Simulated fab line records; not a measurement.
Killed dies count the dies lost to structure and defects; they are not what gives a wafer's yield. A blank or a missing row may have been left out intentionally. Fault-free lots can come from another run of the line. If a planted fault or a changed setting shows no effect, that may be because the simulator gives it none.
Chamber matching ; flow sky130 ; 4 sister chambers for SKY_CONTACT_CMP_27 on cmp-02
The step polishes, stops on SiO2, t overpolish 15 s, target thk 0 nm. 4 wafers are shown with their chamber, then 12 later ones without.

## WAFERS PAIRED WITH THEIR CHAMBERS
wafer;chamber;motor current A (A)
L091.3;3;13.4
L093.2;2;12.0
L093.3;0;11.2
L093.4;1;10.3

## WAFERS WITHOUT THEIR CHAMBER
wafer;motor current A (A)
L094.1;11.6
L094.3;10.6
L094.5;12.3
L095.3;11.9
L095.4;11.9
L095.5;12.1
L096.2;11.9
L096.3;11.5
L096.4;10.9
L097.1;11.6
L097.3;11.7
L097.4;12.2

## THE CHAMBER EACH PASSED THROUGH
wafer;from the rows above;in truth
L094.1;can't be placed: 0 or 2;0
L094.3;can't be placed: 1 or 0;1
L094.5;2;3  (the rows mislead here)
L095.3;2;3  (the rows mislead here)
L095.4;2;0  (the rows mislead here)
L095.5;2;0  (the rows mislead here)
L096.2;2;2
L096.3;can't be placed: 0 or 2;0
L096.4;can't be placed: 0 or 1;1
L097.1;can't be placed: 0 or 2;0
L097.3;can't be placed: 2 or 0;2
L097.4;2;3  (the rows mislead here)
Correct placement for 1 of the 12. Can't be placed from these rows: 6 (the true chamber is among the candidates in 6). 5 placed wrongly.
How it was worked out, from the rows above alone: a wafer's distance from a chamber is the root of the sum, over the readings, of the square of ((its reading less the chamber's mean) divided by the reading's scatter). The wafer belongs to the nearest chamber; if the next one is less than 2 further off, it can't be placed. Each chamber's mean is taken over the wafers shown for it. The scatter: with one shown wafer a chamber, the root of the mean of the squares of how far each hidden wafer lies from its nearest shown one.
